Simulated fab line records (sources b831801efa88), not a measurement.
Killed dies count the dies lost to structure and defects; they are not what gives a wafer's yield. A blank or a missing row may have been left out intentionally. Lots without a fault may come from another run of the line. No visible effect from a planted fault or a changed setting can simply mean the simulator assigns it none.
One fault through the eyes of 2 desks -- flow gf180mcu -- only its own numbers are on each desk; what lay behind them is given at the end

== METROLOGY DESK ==
Lot by lot, what the gauges showed, no matter which tool ran the lot: averages of those sampled wafers that carry a number. A lot is out of limits, marked OUT, if its mean lies more than 4 standard deviations from the usual mean; the brackets give that distance.
Columns: A = HV_LDD_CVD_56_THK at GF_HV_LDD_THK_MEAS_57, usual 90.2 nm; B = cd nm at GF_SAB_CD_MEAS_09, usual 420.6 nm; C = SALICIDE_TIN_RS at GF_SALICIDE_RS_MEAS_04, usual 16.3 ohm/sq
lot,first seen here,A,B,C
L748,day 12 08:02,90.5,419.6,16.3
L749,day 12 19:40,89.4,419.3,16.5
L751,day 13 04:55,89.5,422.4,16.1
L752,day 13 13:14,88.4,424.6,16.0
L753,day 13 22:25,89.5,419.6,15.8
L754,day 14 19:20,89.1,419.8,16.6
L755,day 14 22:32,91.2,420.8,16.4
L761,day 16 17:25,89.6,423.5,15.8
L762,day 17 02:20,89.9,424.2,16.7
L765,day 18 04:55,90.4,420.6,16.1
L766,day 18 11:28,89.9,418.2,16.2
L767,day 18 15:50,91.3,422.0,16.3
L769,day 19 17:04,90.7,419.5,16.6
L771,day 20 06:13,88.8,419.5,16.4
This desk's finding: nothing out of limits on any of the 14 lots.

== THE TOOL OWNER'S DESK: implanter-03 ==
The tool's own readings at GF_MVSD_IMPLANT_09, given as means over the sampled wafers that have a number, one for each lot that went through this tool. A lot is out of limits, marked OUT, if its mean lies more than 4 standard deviations from the usual mean; the brackets give that distance.
Columns: A = tilt deg at GF_MVSD_IMPLANT_09, usual 0.001 degrees
lot,first seen here,A
L751,day 5 03:31,-0.001
L755,day 6 07:11,-0.013
L761,day 7 13:56,5.762 (+99 or more) OUT
L762,day 7 17:50,5.766 (+99 or more) OUT
Finding of this desk: L761, L762 out of limits; the first was L761 at day 7 13:56, on tilt deg at GF_MVSD_IMPLANT_09. L751, L755: within limits.

== BROUGHT TOGETHER ==
On L761, L762, at day 7 13:56, an alarm was possible from the tool owner's desk.
Metrology desk: nothing out of limits seen.
The metrology desk holds a record of L761, L762, inside its limits.
All the named lots went through GF_MVSD_IMPLANT_09 on implanter-03.

== WHAT THE SIMULATOR PUT IN ==
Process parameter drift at GF_MVSD_IMPLANT_09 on implanter-03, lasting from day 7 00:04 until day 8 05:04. The setting tilt deg was moved by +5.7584, starting from 0. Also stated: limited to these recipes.
Shown lots that were struck: L761, L762.
Hours from the fault's start to each desk's first reading out of limits: the tool owner's desk, 14.
